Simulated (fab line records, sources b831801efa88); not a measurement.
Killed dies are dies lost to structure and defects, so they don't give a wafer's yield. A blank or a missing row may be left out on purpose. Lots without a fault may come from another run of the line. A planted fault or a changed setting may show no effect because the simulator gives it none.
fab line records | flow sky130
record lots=7 wafers=21 last_day=50
route steps=708 shown VT_ADJUST_LVTN@111 VT_ADJUST_NCORE@119 PAD_OPEN@708
lots that met no fault: from a run of the same line without faults
start_h: hours from the record's first day to the start of the lot's first wafer shown | wait_h: hours since the lot's step before | " the same as in the row above | L1.1+2: a row that stands for several wafers | - no value, or no start given | * or withheld: withheld | < > ~ a bound
route shown NAME@n: a module of which the file shows steps, and the number in the route of the first | usual: mean/standard deviation of fault-free wafers | same: alike in all rows | chamber/n: place in a boat | sites: the reading at each site | _std_site: their standard deviation | _edge_site: outer sites' mean less inner sites' | radius_mm: how far each site lies from the wafer's centre | mask NAME#n: copy n | behind: the tool/chamber that last shaped the wafer | hold: why the lot was held/for how many hours/how that ended | device: the transistor (n, p or np) that didn't switch | end of line: the same wafers' tests at the end of the route | a step without rows: its recipe alone | killed: dies lost to structure and defects at the first sort, not the wafer's yield | map: a wafer's dies, x killed, . not, _ none there
set.NAME: the setting as run; set.NAME@STEP: as run at that earlier step | model.NAME: the simulator's own value behind a step, which no gauge read
lots at some steps of the route; a table a step, a row a wafer
services: from which hour (start_h, from the record's first day; less than 0 if before it) a tool's chamber was out of use, for how many hours, and why
## steps
# step SKY_VT_ADJUST_LVTN_SOFTBAKE_14
# recipe temp_c=90 time_s=60 resist=NOVOLAK
# step SKY_VT_ADJUST_LVTN_EXPOSE_15
# recipe mask_id=HVN_STD_DERIVED na=0.6 source_shape=conventional sigma_outer=0.6 polarization=unpolarized target_cd_nm=600 dose_mj=163
# step SKY_VT_ADJUST_LVTN_PEB_16
# recipe temp_c=withheld time_s=* resist=NOVOLAK
# step SKY_VT_ADJUST_LVTN_DEVELOP_17
# recipe resist=NOVOLAK developer=TMAH develop_time_s=60 dev_temp_c=23
# step SKY_VT_ADJUST_LVTN_OVL_MEAS_18
# usual VT_ADJUST_LVTN_01_OVL=0.2/1.4
# columns lot.wafer tool chamber start_h wait_h VT_ADJUST_LVTN_01_OVL[nm]
L162.2 overlay-01 - 130.91 0.1 -2.5
L162.3 " - " " -1.5
L162.5 " - " " -1.4
L167.2 overlay-01 - 197.23 0.1 -0.7
L167.3 " - " " 1.3
L167.4 " - " " -0.8
L171.2 overlay-02 - 228.01 0.1 0.9
L171.3 " - " " 0.5
L171.4 " - " " 0.4
L173.2 overlay-02 - 240.46 0.1 2.0
L173.3 " - " " 0.5
L173.5 " - " " 0.4
L177.1 overlay-02 - 268.11 0.1 -0.3
L177.2 " - " " -0.8
L177.5 " - " " 0.0
L178.2 overlay-02 - 277.01 0.1 -0.9
L178.4 " - " " -0.2
L178.5 " - " " -0.2
L183.1 overlay-01 - 330.86 0.1 -1.2
L183.4 " - " " 0.3
L183.5 " - " " -0.5
# step SKY_VT_ADJUST_LVTN_IMPLANT_19
# recipe species=B energy_kev=30 dose_cm2=6.5e+11 tilt_deg=withheld
# step SKY_VT_ADJUST_LVTN_STRIP_20
# recipe chemistry=O2/N2 power_w=1400 pressure_mtorr=1500 platen_temp_c=withheld o2_flow_sccm=3000 n2_flow_sccm=300 overash_fraction=0.5
# usual chamber_pressure_mTorr=1499.9/1.4 drypump_motor_current_A=5.8/0.51 oes_product_au=0.716/0.0047 strip_time_to_endpoint_s=14.18/0.032
# columns lot.wafer tool chamber start_h wait_h chamber_pressure_mTorr drypump_motor_current_A oes_product_au rf_hours_counter_h strip_time_to_endpoint_s
L162.2 plasma_asher-04 1 131.09 0.1 1501.6 5.1 0.718 45 14.20
L162.3 " 1 " " 1498.5 5.1 0.721 - 14.21
L162.5 " 0 " " 1501.3 6.3 0.710 - 14.21
L167.2 plasma_asher-03 1 197.41 0.1 1501.8 5.3 0.710 8 14.16
L167.3 " 0 " " 1499.2 5.7 0.712 - 14.18
L167.4 " 1 " " 1500.5 5.4 0.724 - 14.17
L171.2 plasma_asher-04 0 228.19 0.1 1499.9 6.3 0.727 54 14.14
L171.3 " 1 " " 1500.0 5.1 0.716 - 14.17
L171.4 " 0 " " 1500.0 6.3 0.721 - 14.20
L173.2 plasma_asher-03 1 240.64 0.1 1498.3 5.3 0.716 12 14.19
L173.3 " 1 " " 1499.7 5.3 0.709 - 14.13
L173.5 " 1 " " 1500.0 5.3 0.713 - 14.13
L177.1 plasma_asher-03 1 268.29 0.1 1498.9 5.3 0.709 15 14.18
L177.2 " 0 " " 1498.6 5.8 0.716 15 14.22
L177.5 " 1 " " 1500.2 5.3 0.715 - 14.20
L178.2 plasma_asher-04 0 277.19 0.1 1499.8 6.3 0.714 59 14.16
L178.4 " 1 " " 1498.6 5.1 0.715 - 14.20
L178.5 " 0 " " 1503.4 6.3 0.710 - 14.16
L183.1 plasma_asher-04 0 331.04 0.1 1498.5 6.3 0.720 64 14.21
L183.4 " 0 " " 1500.1 6.3 0.714 - 14.20
L183.5 " 1 " " 1501.1 5.1 0.716 - 14.18
# step SKY_VT_ADJUST_LVTN_TW_MEAS_21
# usual VT_ADJUST_LVTN_2_TW=189.1/1.3
# columns lot.wafer tool chamber start_h wait_h VT_ADJUST_LVTN_2_TW
L162.2 film_metro-04 - 131.20 0.1 188.3
L162.3 " - " " 188.8
L162.5 " - " " 188.4
L167.2 film_metro-04 - 197.52 0.1 189.2
L167.3 " - " " 188.4
L167.4 " - " " 189.3
L171.2 film_metro-01 - 228.30 0.1 187.5
L171.3 " - " " 187.7
L171.4 " - " " 187.5
L173.2 film_metro-02 - 240.75 0.1 190.4
L173.3 " - " " 191.0
L173.5 " - " " 191.1
L177.1 film_metro-04 - 268.39 0.1 187.1
L177.2 " - " " 188.0
L177.5 " - " " 188.7
L178.2 film_metro-04 - 277.30 0.1 188.2
L178.4 " - " " 187.4
L178.5 " - " " 188.5
L183.1 film_metro-01 - 331.14 0.1 189.5
L183.4 " - " " 188.6
L183.5 " - " " 187.4
# step SKY_VT_ADJUST_NCORE_DEHYDRATE_00
# recipe temp_c=200 time_s=60
# step SKY_VT_ADJUST_NCORE_HMDS_01
# recipe prime_time_s=60 prime_temp_c=120
# step SKY_VT_ADJUST_NCORE_COAT_02
# recipe resist=NOVOLAK spin_rpm=3000 resist_thk_nm=1140
# step SKY_VT_ADJUST_NCORE_SOFTBAKE_03
# recipe temp_c=90 time_s=60 resist=NOVOLAK
# step SKY_VT_ADJUST_NCORE_EXPOSE_04
# recipe mask_id=LVTN_COMPLEMENT_THIN na=0.6 source_shape=conventional sigma_outer=0.6 polarization=unpolarized target_cd_nm=380 dose_mj=139
# usual exposure_dose_mJ_cm2=139.01/0.14 focus_offset_nm=0.0/0.56
# columns lot.wafer tool chamber start_h wait_h mask exposure_dose_mJ_cm2 focus_offset_nm
L162.2 iline_stepper-02 0 140.50 - LVTN_COMPLEMENT_THIN#0 139.14 -1.0
L162.3 " 0 " " LVTN_COMPLEMENT_THIN#0 138.99 0.3
L162.5 " 0 " " LVTN_COMPLEMENT_THIN#0 139.02 -1.0
L167.2 iline_stepper-01 0 208.05 - LVTN_COMPLEMENT_THIN#0 138.99 -1.1
L167.3 " 0 " " LVTN_COMPLEMENT_THIN#0 138.97 0.0
L167.4 " 0 " " LVTN_COMPLEMENT_THIN#0 138.94 -0.2
L171.2 iline_stepper-01 0 241.22 - LVTN_COMPLEMENT_THIN#0 133.77 -0.2
L171.3 " 0 " " LVTN_COMPLEMENT_THIN#0 133.79 1.1
L171.4 " 0 " " LVTN_COMPLEMENT_THIN#0 133.71 -0.4
L173.2 iline_stepper-02 0 251.79 - LVTN_COMPLEMENT_THIN#0 139.05 0.3
L173.3 " 0 " " LVTN_COMPLEMENT_THIN#0 138.97 -0.9
L173.5 " 0 " " LVTN_COMPLEMENT_THIN#0 139.02 -0.8
L177.1 iline_stepper-01 0 280.94 - LVTN_COMPLEMENT_THIN#0 134.73 0.8
L177.2 " 0 " " LVTN_COMPLEMENT_THIN#0 134.77 0.6
L177.5 " 0 " " LVTN_COMPLEMENT_THIN#0 134.75 0.8
L178.2 iline_stepper-01 0 290.09 - LVTN_COMPLEMENT_THIN#0 134.94 -0.6
L178.4 " 0 " " LVTN_COMPLEMENT_THIN#0 134.94 -0.8
L178.5 " 0 " " LVTN_COMPLEMENT_THIN#0 134.65 -0.7
L183.1 iline_stepper-02 0 344.98 - LVTN_COMPLEMENT_THIN#0 139.05 -0.3
L183.4 " 0 " " LVTN_COMPLEMENT_THIN#0 138.98 0.6
L183.5 " 0 " " LVTN_COMPLEMENT_THIN#0 139.14 0.0
# step SKY_VT_ADJUST_NCORE_PEB_05
# recipe temp_c=withheld time_s=* resist=NOVOLAK
# step SKY_VT_ADJUST_NCORE_DEVELOP_06
# recipe resist=NOVOLAK developer=TMAH develop_time_s=60 dev_temp_c=23
# step SKY_VT_ADJUST_NCORE_CD_MEAS_07
# recipe target_cd_nm=380
# usual cd_nm=380.2/2
# columns lot.wafer tool chamber start_h wait_h cd_nm
L162.2 cd_sem-02 - 150.43 0.1 376.6
L162.3 " - " " 379.1
L162.5 " - " " 378.6
L167.2 cd_sem-02 - 219.43 0.1 381.7
L167.3 " - " " 381.6
L167.4 " - " " 381.9
L171.2 cd_sem-02 - 252.83 0.1 368.8
L171.3 " - " " 371.2
L171.4 " - " " 371.6
L173.2 cd_sem-01 - 264.98 0.1 381.6
L173.3 " - " " 376.1
L173.5 " - " " 378.0
L177.1 cd_sem-02 - 293.67 0.1 371.8
L177.2 " - " " 371.2
L177.5 " - " " 368.9
L178.2 cd_sem-01 - 301.63 0.1 373.2
L178.4 " - " " 370.7
L178.5 " - " " 372.3
L183.1 cd_sem-02 - 358.91 0.1 378.6
L183.4 " - " " 376.1
L183.5 " - " " 378.2
# step SKY_VT_ADJUST_NCORE_OVL_MEAS_08
# usual VT_ADJUST_NCORE_OVL=0.3/1.5
# columns lot.wafer tool chamber start_h wait_h VT_ADJUST_NCORE_OVL[nm]
L162.2 overlay-01 - 150.53 0.1 -2.7
L162.3 " - " " -0.7
L162.5 " - " " -2.3
L167.2 overlay-02 - 219.53 0.1 -2.1
L167.3 " - " " 1.4
L167.4 " - " " -0.6
L171.2 overlay-01 - 252.96 0.1 0.1
L171.3 " - " " 0.7
L171.4 " - " " 0.0
L173.2 overlay-02 - 265.09 0.1 0.8
L173.3 " - " " 2.0
L173.5 " - " " 1.9
L177.1 overlay-01 - 293.79 0.1 -0.2
L177.2 " - " " 1.7
L177.5 " - " " 1.4
L178.2 overlay-02 - 301.73 0.1 0.5
L178.4 " - " " 1.0
L178.5 " - " " 1.4
L183.1 overlay-02 - 359.03 0.1 -0.6
L183.4 " - " " -0.4
L183.5 " - " " 1.7
# step SKY_PAD_OPEN_PROBE_99
# usual killed_at_M0_to_M3=43/6.6 killed_at_M4_up=3.2/1.8 killed_at_contacts=24/5 killed_at_front_end=15/4.5 killed_at_other=0.2/0.46 killed_dies=86/8.8 killed_open=48/6.6 killed_short=38/6.1
# same gross_dies=492 killed_at_back_side=0
# columns lot.wafer tool chamber start_h wait_h killed_at_M0_to_M3 killed_at_M4_up killed_at_contacts killed_at_front_end killed_at_other killed_dies killed_open killed_short
L167.2 prober-01 - 1110.94 0.1 51 6 29 17 0 103 55 48
L167.3 prober-01 - 1110.99 0.2 41 1 21 18 1 82 47 35
L167.4 prober-01 - 1111.04 0.2 44 1 33 16 0 94 48 46
L173.2 prober-02 - 1148.85 0.1 45 5 17 13 0 80 40 40
L177.5 prober-01 - 1181.78 0.2 44 3 24 16 0 87 47 40
# killed by level:class
L167.2 CONTACT:geometric_particle:open=13 VIA2:geometric_particle:open=11 VIA1:geometric_particle:open=10 FIELD_ISO:geometric_particle:short=9 METAL1:geometric_particle:short=7 LI_CONTACT:geometric_particle:open=6 CONTACT:geometric_particle:short=6 VIA3:geometric_particle:open=6
L167.3 VIA1:geometric_particle:open=13 CONTACT:geometric_particle:open=8 FIELD_ISO:geometric_particle:short=7 VIA1:geometric_particle:short=7 LI_CONTACT:geometric_particle:open=5 VIA2:geometric_particle:open=5 METAL1:geometric_particle:short=5 SPACER:geometric_particle:open=4
L167.4 CONTACT:geometric_particle:open=11 VIA2:geometric_particle:open=10 CONTACT:geometric_particle:short=9 FIELD_ISO:geometric_particle:open=7 LI_CONTACT:geometric_particle:open=7 METAL2:geometric_particle:short=6 VIA2:geometric_particle:short=5 LOCAL_INTERCONNECT:geometric_particle:short=5
L173.2 VIA1:geometric_particle:open=13 LI_CONTACT:geometric_particle:open=6 VIA1:geometric_particle:short=6 CONTACT:geometric_particle:short=5 METAL2:geometric_particle:short=5 VIA2:geometric_particle:open=5 FIELD_ISO:geometric_particle:short=4 VIA3:geometric_particle:short=4
L177.5 METAL2:geometric_particle:short=12 VIA2:geometric_particle:open=8 CONTACT:geometric_particle:open=7 LI_CONTACT:geometric_particle:open=6 CONTACT:geometric_particle:short=6 VIA3:geometric_particle:open=6 FIELD_ISO:geometric_particle:open=5 VIA1:geometric_particle:open=5
## services
# columns tool chamber start_h hours kind
plasma_asher-03 - 108.75 9.0 pm
plasma_asher-03 0 108.75 9.0 vent_cycle
plasma_asher-03 1 108.75 9.0 vent_cycle
iline_stepper-01 - 116.50 0.7 repair
plasma_asher-03 0 117.75 - clean
plasma_asher-03 1 117.75 - clean
iline_stepper-02 - 136.27 2.4 repair
plasma_asher-04 - 155.72 13.8 repair
plasma_asher-03 - 190.67 2.8 pm
iline_stepper-01 - 195.42 1.3 repair
iline_stepper-02 - 202.11 9.9 repair
iline_stepper-02 - 236.64 - consumable_replace:lamp
iline_stepper-02 - 243.32 1.7 pm
iline_stepper-01 - 245.56 0.6 repair
plasma_asher-04 - 279.86 3.0 repair
iline_stepper-02 - 286.85 6.7 repair
iline_stepper-01 - 297.42 1.7 pm
plasma_asher-03 - 340.07 28.1 pm
## key
first_sign step=SKY_VT_ADJUST_NCORE_EXPOSE_04 reading=exposure_dose_mJ_cm2 direction=down sigmas=33 usual=* struck=*
effect step=SKY_VT_ADJUST_NCORE_CD_MEAS_07 reading=cd_nm direction=down sigmas=4.6 usual=380.2 struck=371.1 through=control_loop
met_at SKY_VT_ADJUST_NCORE_EXPOSE_04
struck_wafers L171.2,L171.3,L171.4,L177.1,L177.2,L177.5,L178.2,L178.4,L178.5
tester_left_out L171,L177,L178
loop_trim step=SKY_VT_ADJUST_NCORE_EXPOSE_04 setting=dose lots=L177,L178
onset_between 208.05 241.22
fault kind=process_parameter_drift tool=iline_stepper-01 chamber=- onset_h=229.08 steps=SKY_VT_ADJUST_NCORE_EXPOSE_04 channel=dose_mj offset=-5.2381 shape=step acts_in=these_recipes_only stated=139
# tester_left_out: of these lots the tester's yield and bins aren't shown, on N5 and GAA mostly nor the transistor test; their killed dies are dies lost to structure and defects alone, not to doping, threshold or leakage, so they don't give the yield
# loop_trim: a control loop set the setting to another value than it would have without faults
